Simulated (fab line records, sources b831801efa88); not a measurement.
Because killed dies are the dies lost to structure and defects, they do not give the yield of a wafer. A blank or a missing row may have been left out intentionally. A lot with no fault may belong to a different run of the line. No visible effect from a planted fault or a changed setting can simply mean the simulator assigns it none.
What tool caused it? :: flow sky130 :: 30 wafers from 10 lots sampled at 4 of the route's 708 steps

## WHAT EACH GAUGE READ, for each wafer
SKY_VIA3_RS_MEAS_22: measurement is done with a four-point probe.
lot: L521
measured: day 39 16:21
on: film metro-01
VIA3_W_RS (ohm/sq): 0.296 0.292 0.293

lot: L526
measured: day 41 14:45
on: film metro-04
VIA3_W_RS (ohm/sq): 0.302 0.295 0.300

lot: L527
measured: day 41 15:12
on: film metro-01
VIA3_W_RS (ohm/sq): 0.297 0.291 0.296

lot: L533
measured: day 43 11:22
on: film metro-01
VIA3_W_RS (ohm/sq): 0.370 0.374 0.299

lot: L535
measured: day 44 01:05
on: film metro-02
VIA3_W_RS (ohm/sq): 0.298 0.372 0.296

lot: L536
measured: day 44 09:58
on: film metro-02
VIA3_W_RS (ohm/sq): 0.296 0.373 0.294

lot: L541
measured: day 45 08:48
on: film metro-04
VIA3_W_RS (ohm/sq): 0.300 0.295 0.299

lot: L542
measured: day 45 14:35
on: film metro-02
VIA3_W_RS (ohm/sq): 0.294 0.297 0.293

lot: L543
measured: day 45 18:30
on: film metro-04
VIA3_W_RS (ohm/sq): 0.291 0.294 0.294

lot: L544
measured: day 46 02:15
on: film metro-01
VIA3_W_RS (ohm/sq): 0.295 0.295 0.293

## TOOL THAT RAN EACH LOT (tool first, then ch and the chambers of the sampled wafers, then the start)
lot: L521
SKY_METAL3_METAL_ETCH_18: rie metal-03 ch 0, day 38 13:07
SKY_VIA3_STRIP_16: plasma asher-03 ch 0,1, day 39 15:34
SKY_VIA3_CVD_21: cvd w-01 ch 0,1, day 39 16:14

lot: L526
SKY_METAL3_METAL_ETCH_18: rie metal-03 ch 0,1, day 40 11:49
SKY_VIA3_STRIP_16: plasma asher-02 ch 0, day 41 13:55
SKY_VIA3_CVD_21: cvd w-02 ch 0,1, day 41 14:37

lot: L527
SKY_METAL3_METAL_ETCH_18: rie metal-01 ch 0,1, day 40 12:10
SKY_VIA3_STRIP_16: plasma asher-03 ch 0,1, day 41 14:26
SKY_VIA3_CVD_21: cvd w-02 ch 0,1, day 41 15:05

lot: L533
SKY_METAL3_METAL_ETCH_18: rie metal-03 ch 0,1, day 42 10:16
SKY_VIA3_STRIP_16: plasma asher-02 ch 0,1, day 43 10:34
SKY_VIA3_CVD_21: cvd w-02 ch 0,1, day 43 11:13

lot: L535
SKY_METAL3_METAL_ETCH_18: rie metal-03 ch 0,1, day 42 23:16
SKY_VIA3_STRIP_16: plasma asher-02 ch 0,1, day 44 00:17
SKY_VIA3_CVD_21: cvd w-02 ch 0,1, day 44 00:58

lot: L536
SKY_METAL3_METAL_ETCH_18: rie metal-01 ch 0,1, day 43 09:19
SKY_VIA3_STRIP_16: plasma asher-03 ch 0,1, day 44 09:10
SKY_VIA3_CVD_21: cvd w-02 ch 0,1, day 44 09:49

lot: L541
SKY_METAL3_METAL_ETCH_18: rie metal-01 ch 0,1, day 44 08:19
SKY_VIA3_STRIP_16: plasma asher-03 ch 0,1, day 45 08:01
SKY_VIA3_CVD_21: cvd w-01 ch 0,1, day 45 08:41

lot: L542
SKY_METAL3_METAL_ETCH_18: rie metal-04 ch 1, day 44 13:10
SKY_VIA3_STRIP_16: plasma asher-01 ch 0,1, day 45 13:49
SKY_VIA3_CVD_21: cvd w-01 ch 0,1, day 45 14:28

lot: L543
SKY_METAL3_METAL_ETCH_18: rie metal-03 ch 0,1, day 44 18:37
SKY_VIA3_STRIP_16: plasma asher-02 ch 0,1, day 45 17:43
SKY_VIA3_CVD_21: cvd w-01 ch 0,1, day 45 18:22

lot: L544
SKY_METAL3_METAL_ETCH_18: rie metal-04 ch 0,1, day 45 02:37
SKY_VIA3_STRIP_16: plasma asher-03 ch 0,1, day 46 01:28
SKY_VIA3_CVD_21: cvd w-01 ch 0,1, day 46 02:08
- SKY_METAL3_METAL_ETCH_18: etches the open film in Cl2/BCl3, stops on SiO2, target depth 845 nm, time 183.1 s.
- SKY_VIA3_STRIP_16: strips in O2/N2.
- SKY_VIA3_CVD_21: deposits W, target thk 390 nm, time 117.31 s.

## THE ANSWER, worked out from the rows above alone
Rule: the lots themselves supply what counts as usual. The widest of any qualifying gaps counts: lots, ordered by their means at a reading, are off when they make up no more than a third of the lots, leave a main group of 4 or more, and stand apart from it by 3 or more times the standard deviation of that group's means. A main group whose means are all the same, to the digits that the tables above print for the reading, isn't used. Also off: a lot with no number at a reading for which 4 or more lots have one. Any other lot the step has rows for is counted as sound.
Off: at SKY_VIA3_RS_MEAS_22 (VIA3_W_RS), L533, L535, L536. For the main group the mean is 0.295 ohm/sq and the standard deviation 0.0021.
If a tool, at a process step before that reading, ran all the lots that are off and no sound lot after the first of them, it fits. The gauges at SKY_VIA3_RS_MEAS_22 are tried like those tools. One fits: SKY_VIA3_CVD_21 on cvd w-02. Its last sound lot is L527 (day 41 15:05), its first lot that is off L533 (day 43 11:13): a fault that began between those two fits.

## WHAT HAD BEEN PUT IN BY THE SIMULATOR
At SKY_VIA3_CVD_21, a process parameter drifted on cvd w-02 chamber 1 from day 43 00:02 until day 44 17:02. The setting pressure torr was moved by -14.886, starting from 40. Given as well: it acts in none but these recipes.
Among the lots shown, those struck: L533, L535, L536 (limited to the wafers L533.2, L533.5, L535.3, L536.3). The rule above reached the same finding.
